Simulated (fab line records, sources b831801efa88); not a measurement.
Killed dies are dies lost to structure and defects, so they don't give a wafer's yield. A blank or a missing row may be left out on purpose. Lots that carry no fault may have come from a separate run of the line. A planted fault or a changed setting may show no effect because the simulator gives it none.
fab line records ; flow sky130
record: lots: 15; wafers: 45; lastDay: 50
route steps=708 shown VT_ADJUST_LVTN@106 GATE_OXIDE@188 SD_P@330
lots that met no fault: taken from a fault-free run of the same line
startH: start of the lot's first displayed wafer, in hours after the record's first day ; waitH: time in hours since the lot's previous step ; " unchanged from the row above ; L1.1+2: a row that stands for several wafers ; - no value, or no start given ; * or withheld: withheld ; < > ~ a bound
route shown NAME@n: a module of which the file shows steps, and the number in the route of the first ; usual: mean/standard deviation of fault-free wafers ; same: alike in all rows ; chamber/n: place in a boat ; sites: per-site readings ; _std_site: the standard deviation of these ; _edge_site: inner sites' mean taken away from outer sites' mean ; radiusMm: for every site, how far away it sits from the centre of the wafer ; mask NAME#n: copy n ; behind: the last tool/chamber to shape the wafer ; hold: what put the lot on hold/how long, in hours/how the hold closed ; device: the n, p or np transistor that did not switch ; end of line: at the end of the route, the tests of the same wafers ; a step given without rows: its recipe and nothing more ; killed: dies lost to structure and defects at the first sort, not the wafer's yield ; map: a wafer's dies, x killed, . not, _ none there
set.NAME: setting as actually run; set.NAME@STEP: the setting as run at that earlier step ; model.NAME: the simulator's own value behind a step, which no gauge read
the route's steps for a sample of lots (tables are steps, rows are wafers)
services: a tool's chamber out of use, with start hour (startH, from the record's first day; less than 0 if before it), hours out, and reason
== steps ==
step: SKY_VT_ADJUST_LVTN_STRIP_09
recipe: chemistry: O2/N2; powerW: 1400; pressureMtorr: 1500; platenTempC: withheld; o2FlowSccm: 3000; n2FlowSccm: 300; overashFraction: 0.5
usual: drypumpMotorCurrentA: 5.4/0.42; oesProductAu: 0.722/0.0044; stripTimeToEndpointS: 36.91/0.088
lot.wafer;tool;chamber;startH;waitH;drypumpMotorCurrentA;oesProductAu;rfHoursCounterH;stripTimeToEndpointS
L773.1;plasmaAsher-03;0;134.17;0.1;5.5;0.731;31;36.92
L773.4;plasmaAsher-03;0;134.17;0.1;5.5;0.723;-;37.00
L773.6;plasmaAsher-03;0;134.17;0.1;5.6;0.725;-;37.05
L774.2;plasmaAsher-03;0;148.65;0.1;5.5;0.713;33;37.01
L774.3;plasmaAsher-03;0;148.65;0.1;5.5;0.716;-;36.99
L774.6;plasmaAsher-03;1;148.65;0.1;5.7;0.723;-;36.91
L775.1;plasmaAsher-01;0;154.01;0.1;4.8;0.723;49;36.83
L775.2;plasmaAsher-01;1;154.01;0.1;5.3;0.721;49;36.79
L775.5;plasmaAsher-01;1;154.01;0.1;5.3;0.725;-;36.87
L777.2;plasmaAsher-03;1;166.05;0.1;5.8;0.726;34;36.90
L777.5;plasmaAsher-03;0;166.05;0.1;5.5;0.716;-;36.93
L777.6;plasmaAsher-03;1;166.05;0.1;5.7;0.721;-;36.97
L778.1;plasmaAsher-01;0;185.61;0.1;4.8;0.721;51;36.98
L778.3;plasmaAsher-01;1;185.61;0.1;5.3;0.722;-;36.97
L778.6;plasmaAsher-01;0;185.61;0.1;4.8;0.725;-;36.99
L781.1;plasmaAsher-01;0;194.55;0.1;4.8;0.722;52;36.93
L781.2;plasmaAsher-01;1;194.55;0.1;5.3;0.719;52;36.94
L781.5;plasmaAsher-01;0;194.55;0.1;4.8;0.724;-;36.92
L782.3;plasmaAsher-01;1;202.66;0.1;5.3;0.716;-;36.79
L782.4;plasmaAsher-01;0;202.66;0.1;4.8;0.723;-;36.80
L782.6;plasmaAsher-01;1;202.66;0.1;5.3;0.720;-;36.83
L784.1;plasmaAsher-03;1;210.72;0.1;5.7;0.717;39;37.04
L784.3;plasmaAsher-03;0;210.72;0.1;5.5;0.728;-;36.88
L784.4;plasmaAsher-03;1;210.72;0.1;5.7;0.716;-;36.88
L783.2;plasmaAsher-01;1;211.71;0.1;5.3;0.725;54;36.77
L783.3;plasmaAsher-01;0;211.71;0.1;4.8;0.709;-;36.85
L783.4;plasmaAsher-01;1;211.71;0.1;5.3;0.726;-;36.80
L786.2;plasmaAsher-04;1;225.06;0.1;6.0;0.714;56;36.90
L786.5;plasmaAsher-04;1;225.06;0.1;6.0;0.729;-;36.86
L786.6;plasmaAsher-04;0;225.06;0.1;6.1;0.727;-;36.92
L792.3;plasmaAsher-03;1;268.30;0.1;5.7;0.723;-;37.01
L792.4;plasmaAsher-03;0;268.30;0.1;5.5;0.723;-;37.00
L792.6;plasmaAsher-03;0;268.30;0.1;5.5;0.716;-;37.16
L793.1;plasmaAsher-03;0;283.36;0.1;5.5;0.717;46;37.01
L793.5;plasmaAsher-03;1;283.36;0.1;5.7;0.728;-;36.90
L793.6;plasmaAsher-03;0;283.36;0.1;5.5;0.719;-;37.06
L794.1;plasmaAsher-03;0;294.77;0.1;5.5;0.726;47;37.03
L794.2;plasmaAsher-03;1;294.77;0.1;5.7;0.724;47;36.84
L794.4;plasmaAsher-03;1;294.77;0.1;5.7;0.722;-;36.88
L796.2;plasmaAsher-04;1;298.22;0.1;6.0;0.725;61;36.98
L796.3;plasmaAsher-04;1;298.22;0.1;6.0;0.721;-;36.97
L796.6;plasmaAsher-04;0;298.22;0.1;6.1;0.727;-;36.93
L795.1;plasmaAsher-04;0;298.81;0.1;6.1;0.731;61;36.94
L795.2;plasmaAsher-04;1;298.81;0.1;6.0;0.719;61;37.05
L795.3;plasmaAsher-04;1;298.81;0.1;6.0;0.721;-;36.95
step: SKY_GATE_OXIDE_OXIDATION_01
recipe: tempC: 900; ambient: O2; stabiliseS: 600; purgeS: 300; targetThkA: 102.68; oxTimeS: 1473
usual: oxTempC: 900.0/0.42; oxTempCMax: 904.2/0.85; oxTimeS: 1473/0; zonePowerBottomPct: 24.6/0.64
lot.wafer;tool;chamber;startH;waitH;oxTempC;oxTempCMax;oxTimeS;zonePowerBottomPct
L773.1;furnace-02;0;268.30;0.9;900.5;904.7;1473;25.0
L773.4;furnace-02;0;268.30;0.9;900.1;904.9;1473;24.8
L773.6;furnace-02;0;268.30;0.9;900.5;904.1;1473;25.1
L774.2;furnace-02;0;291.54;0.5;900.0;903.7;1473;25.4
L774.3;furnace-02;0;291.54;0.5;900.5;904.5;1473;24.8
L774.6;furnace-02;0;291.54;0.5;900.6;904.1;1473;24.9
L775.1;furnace-02;0;293.30;0.0;900.3;904.2;1473;25.1
L775.2;furnace-02;0;293.30;0.0;900.0;903.2;1473;25.1
L775.5;furnace-02;0;293.30;0.0;900.4;904.1;1473;25.1
L777.2;furnace-02;0;308.44;0.1;900.5;903.9;1473;24.8
L777.5;furnace-02;0;308.44;0.1;900.7;904.5;1473;25.5
L777.6;furnace-02;0;308.44;0.1;900.5;904.4;1473;24.9
L778.1;furnace-01;0;335.86;1.1;900.1;903.9;1473;23.5
L778.3;furnace-01;0;335.86;1.1;899.9;903.7;1473;23.7
L778.6;furnace-01;0;335.86;1.1;899.5;903.1;1473;24.1
L781.1;furnace-01;0;344.80;0.0;900.3;904.4;1473;23.3
L781.2;furnace-01;0;344.80;0.0;900.1;905.3;1473;23.8
L781.5;furnace-01;0;344.80;0.0;899.3;903.1;1473;23.5
L782.3;furnace-02;-;357.82;1.4;-;-;-;-
L782.4;furnace-02;-;357.82;1.4;-;-;-;-
L782.6;furnace-02;-;357.82;1.4;-;-;-;-
L784.1;furnace-02;-;366.63;0.6;-;-;-;-
L784.3;furnace-02;-;366.63;0.6;-;-;-;-
L784.4;furnace-02;-;366.63;0.6;-;-;-;-
L783.2;furnace-02;-;368.04;0.3;-;-;-;-
L783.3;furnace-02;-;368.04;0.3;-;-;-;-
L783.4;furnace-02;-;368.04;0.3;-;-;-;-
L786.2;furnace-01;0;386.80;1.2;899.6;903.2;1473;23.3
L786.5;furnace-01;0;386.80;1.2;899.8;904.9;1473;24.0
L786.6;furnace-01;0;386.80;1.2;899.8;904.5;1473;23.4
L792.3;furnace-02;0;436.66;0.0;899.9;903.7;1473;25.2
L792.4;furnace-02;0;436.66;0.0;899.9;904.9;1473;25.5
L792.6;furnace-02;0;436.66;0.0;899.3;902.6;1473;25.2
L793.1;furnace-02;0;458.66;0.0;900.4;904.6;1473;25.0
L793.5;furnace-02;0;458.66;0.0;899.9;903.7;1473;24.7
L793.6;furnace-02;0;458.66;0.0;900.7;904.9;1473;25.3
L794.1;furnace-01;0;471.46;2.0;900.3;904.3;1473;23.9
L794.2;furnace-01;0;471.46;2.0;900.2;903.8;1473;23.9
L794.4;furnace-01;0;471.46;2.0;900.2;903.6;1473;23.8
L796.2;furnace-01;0;475.62;0.0;900.0;904.8;1473;23.8
L796.3;furnace-01;0;475.62;0.0;900.0;903.3;1473;23.2
L796.6;furnace-01;0;475.62;0.0;899.5;902.9;1473;24.4
L795.1;furnace-02;0;477.17;0.0;900.0;904.6;1473;25.1
L795.2;furnace-02;0;477.17;0.0;900.4;904.8;1473;25.2
L795.3;furnace-02;0;477.17;0.0;900.5;905.1;1473;24.9
step: SKY_SD_P_STRIP_10
recipe: chemistry: O2/N2; powerW: 1400; pressureMtorr: 1500; platenTempC: withheld; o2FlowSccm: 3000; n2FlowSccm: 300; overashFraction: 0.5
usual: drypumpMotorCurrentA: 5.7/0.34; oesProductAu: 0.618/0.0048; stripTimeToEndpointS: 17.51/0.039
lot.wafer;tool;chamber;startH;waitH;drypumpMotorCurrentA;oesProductAu;rfHoursCounterH;stripTimeToEndpointS
L773.1;plasmaAsher-04;1;570.89;0.1;6.0;0.617;90;17.48
L773.4;plasmaAsher-04;1;570.89;0.1;6.0;0.612;-;17.49
L773.6;plasmaAsher-04;1;570.89;0.1;6.0;0.614;-;17.46
L774.2;plasmaAsher-02;0;592.99;0.1;5.0;0.619;48;17.53
L774.3;plasmaAsher-02;1;592.99;0.1;5.6;0.618;-;17.54
L774.6;plasmaAsher-02;1;592.99;0.1;5.6;0.624;-;17.49
L775.1;plasmaAsher-03;1;594.24;0.1;5.8;0.614;75;17.55
L775.2;plasmaAsher-03;0;594.24;0.1;5.5;0.618;75;17.55
L775.5;plasmaAsher-03;1;594.24;0.1;5.7;0.628;-;17.57
L777.2;plasmaAsher-04;1;639.94;0.1;6.0;0.623;96;17.54
L777.5;plasmaAsher-04;1;639.94;0.1;6.0;0.620;-;17.53
L777.6;plasmaAsher-04;0;639.94;0.1;6.1;0.623;-;17.58
L778.1;plasmaAsher-03;1;646.62;0.1;5.8;0.613;80;17.52
L778.3;plasmaAsher-03;0;646.62;0.1;5.5;0.618;-;17.53
L778.6;plasmaAsher-03;1;646.62;0.1;5.7;0.607;-;17.50
L781.1;plasmaAsher-03;0;653.99;0.1;5.5;0.617;81;17.53
L781.2;plasmaAsher-03;1;653.99;0.1;5.7;0.618;81;17.55
L781.5;plasmaAsher-03;1;653.99;0.1;5.7;0.613;-;17.54
L786.2;plasmaAsher-03;0;691.72;0.1;5.5;0.619;84;17.49
L786.5;plasmaAsher-03;0;691.72;0.1;5.5;0.614;-;17.52
L786.6;plasmaAsher-03;1;691.72;0.1;5.7;0.623;-;17.49
L792.3;plasmaAsher-04;1;744.07;0.1;6.0;0.628;-;17.49
L792.4;plasmaAsher-04;0;744.07;0.1;6.1;0.610;-;17.54
L792.6;plasmaAsher-04;0;744.07;0.1;6.1;0.617;-;17.51
L793.1;plasmaAsher-03;0;763.39;0.1;5.5;0.619;92;17.51
L793.5;plasmaAsher-03;0;763.39;0.1;5.5;0.621;-;17.49
L793.6;plasmaAsher-03;1;763.39;0.1;5.8;0.611;-;17.47
L794.1;plasmaAsher-03;0;772.72;0.1;5.5;0.628;93;17.51
L794.2;plasmaAsher-03;1;772.72;0.1;5.7;0.622;93;17.50
L794.4;plasmaAsher-03;1;772.72;0.1;5.8;0.614;-;17.48
L796.2;plasmaAsher-03;0;774.14;0.1;5.5;0.616;93;17.49
L796.3;plasmaAsher-03;1;774.14;0.1;5.8;0.621;-;17.42
L796.6;plasmaAsher-03;0;774.14;0.1;5.5;0.622;-;17.41
L795.1;plasmaAsher-04;0;779.62;0.1;6.1;0.618;3;17.48
L795.2;plasmaAsher-04;1;779.62;0.1;6.0;0.613;3;17.47
L795.3;plasmaAsher-04;1;779.62;0.1;6.0;0.612;-;17.49
step: SKY_SD_N_RS_MEAS_17
recipe: thkMeasGauge: four-point-probe
usual: SD_P_RS: 147.2/0.38
lot.wafer;tool;chamber;startH;waitH;SD_P_RS[ohm/sq]
L773.1;filmMetro-03;-;628.40;0.1;147.6
L773.4;filmMetro-03;-;628.40;0.1;147.5
L773.6;filmMetro-03;-;628.40;0.1;147.5
L774.2;filmMetro-04;-;651.31;0.1;147.0
L774.3;filmMetro-04;-;651.31;0.1;147.7
L774.6;filmMetro-04;-;651.31;0.1;147.1
L775.1;filmMetro-02;-;652.69;0.1;146.8
L775.2;filmMetro-02;-;652.69;0.1;146.7
L775.5;filmMetro-02;-;652.69;0.1;146.5
L777.2;filmMetro-03;-;697.15;0.1;147.6
L777.5;filmMetro-03;-;697.15;0.1;147.3
L777.6;filmMetro-03;-;697.15;0.1;147.7
L778.1;filmMetro-04;-;704.39;0.1;146.9
L778.3;filmMetro-04;-;704.39;0.1;147.3
L778.6;filmMetro-04;-;704.39;0.1;147.4
L781.1;filmMetro-03;-;710.68;0.1;146.9
L781.2;filmMetro-03;-;710.68;0.1;147.0
L781.5;filmMetro-03;-;710.68;0.1;147.1
L786.2;filmMetro-03;-;748.16;0.1;147.1
L786.5;filmMetro-03;-;748.16;0.1;147.1
L786.6;filmMetro-03;-;748.16;0.1;147.0
L792.3;filmMetro-03;-;797.28;0.1;147.2
L792.4;filmMetro-03;-;797.28;0.1;146.8
L792.6;filmMetro-03;-;797.28;0.1;146.9
L793.1;filmMetro-03;-;817.61;0.1;148.1
L793.5;filmMetro-03;-;817.61;0.1;147.6
L793.6;filmMetro-03;-;817.61;0.1;147.7
L794.1;filmMetro-03;-;826.35;0.1;147.7
L794.2;filmMetro-03;-;826.35;0.1;147.3
L794.4;filmMetro-03;-;826.35;0.1;147.6
L796.2;filmMetro-04;-;827.35;0.1;146.8
L796.3;filmMetro-04;-;827.35;0.1;147.5
L796.6;filmMetro-04;-;827.35;0.1;147.2
L795.1;filmMetro-04;-;832.80;0.1;147.9
L795.2;filmMetro-04;-;832.80;0.1;147.6
L795.3;filmMetro-04;-;832.80;0.1;147.8
== services ==
tool;chamber;startH;hours;kind
furnace-02;-;127.65;3.8;pm
plasmaAsher-01;-;131.01;9.2;repair
furnace-01;-;137.75;12.4;pm
furnace-01;-;150.14;2.5;pm
furnace-01;-;159.79;2.5;pm
plasmaAsher-01;-;170.91;8.2;repair
furnace-02;-;181.63;12.9;pm
plasmaAsher-01;-;191.72;0.4;repair
furnace-02;-;203.93;7.2;repair
plasmaAsher-04;-;234.66;15.0;repair
furnace-02;-;300.23;3.1;pm
plasmaAsher-04;-;336.06;1.0;repair
plasmaAsher-03;-;346.03;2.8;pm
plasmaAsher-03;-;361.68;6.0;repair
furnace-02;-;409.20;3.4;pm
plasmaAsher-03;-;456.77;14.6;pm
furnace-02;-;468.23;3.6;pm
furnace-02;-;496.87;7.0;repair
furnace-02;-;636.73;2.8;pm
plasmaAsher-04;-;644.00;2.8;pm
plasmaAsher-03;-;681.79;2.5;repair
furnace-02;-;691.20;4.1;pm
plasmaAsher-04;-;733.75;9.0;pm
plasmaAsher-03;-;768.52;0.8;repair
== key ==
firstSign: step: SKY_GATE_OXIDE_OXIDATION_01; reading: toolRecord; direction: missing
effect none on later readings
metAt SKY_GATE_OXIDE_OXIDATION_01
struckLots L782,L783,L784
laterRowsLeftOut L782.3,L782.4,L782.6,L783.2,L783.3,L783.4,L784.1,L784.3,L784.4
sortLeftOut L782.3,L782.4,L782.6,L783.2,L783.3,L783.4,L784.1,L784.3,L784.4
testerLeftOut L782,L783,L784
notActingAt SKY_VT_ADJUST_LVTN_STRIP_09,SKY_SD_P_STRIP_10,SKY_SD_N_RS_MEAS_17
onsetBetween 308.44 357.82
fault: kind: skippedStepWhole; tool: furnace-02; chamber: -; onsetH: 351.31; steps: SKY_GATE_OXIDE_OXIDATION_01; scope: struckLotsOnly
testerLeftOut: of these lots the tester's yield and bins aren't shown, on N5 and GAA mostly nor the transistor test; their killed dies are dies lost to structure and defects alone, not to doping, threshold or leakage, so they don't give the yield
sortLeftOut: the simulated sort isn't trusted on such a fault, so these wafers' sort isn't shown, and their yield isn't known
laterRowsLeftOut: the simulator's readings of these wafers behind a module that went badly wrong aren't trusted and aren't shown, but for the sort
